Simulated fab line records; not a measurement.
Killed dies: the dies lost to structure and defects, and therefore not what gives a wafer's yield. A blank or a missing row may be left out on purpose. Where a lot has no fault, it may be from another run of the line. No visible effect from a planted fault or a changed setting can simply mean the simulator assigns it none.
Chamber matching ; flow sky130 ; 4 sister chambers for SKY_VIA4_ETCH_12 on rie_diel-03
The step etches SiO2 in C4F8/O2/Ar, stops on TiN, target depth 580 nm. 4 wafers are shown with their chamber, then 8 later ones without.

== WAFERS WITH THEIR CHAMBER ==
wafer;chamber;oes_product_au (a.u.)
L084.3;0;0.927
L084.4;1;0.927
L084.5;2;0.928
L091.2;3;0.920

== WAFERS WITHOUT THEIR CHAMBER ==
wafer;oes_product_au (a.u.)
L091.4;0.926
L091.6;0.926
L092.1;0.931
L092.4;0.924
L092.5;0.922
L097.1;0.922
L097.4;0.922
L097.6;0.933

== WHICH CHAMBER EACH WENT THROUGH ==
wafer;from the rows above;in truth
L091.4;can't be placed: 0 or 1 or 2 or 3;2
L091.6;can't be placed: 0 or 1 or 2 or 3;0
L092.1;can't be placed: 2 or 0 or 1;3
L092.4;can't be placed: 0 or 1 or 2 or 3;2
L092.5;can't be placed: 3 or 0 or 1 or 2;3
L097.1;can't be placed: 3 or 0 or 1 or 2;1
L097.4;can't be placed: 3 or 0 or 1 or 2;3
L097.6;can't be placed: 2 or 0 or 1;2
Correctly placed: 0 of 8. From these rows, 8 cannot be placed; in 7 the true chamber is one of the candidates. Wrongly placed: 0.
How it was worked out, from the rows above alone: a wafer's distance from a chamber is the root of the sum, over the readings, of the square of ((its reading less the chamber's mean) divided by the reading's scatter). If the next closest chamber is less than 2 further off than the closest, the wafer can't be placed; otherwise it belongs to the closest. A chamber's mean is the mean of its shown wafers. The scatter (one wafer shown for each chamber): square how far every hidden wafer sits from the nearest shown wafer, average those squares and take the square root.
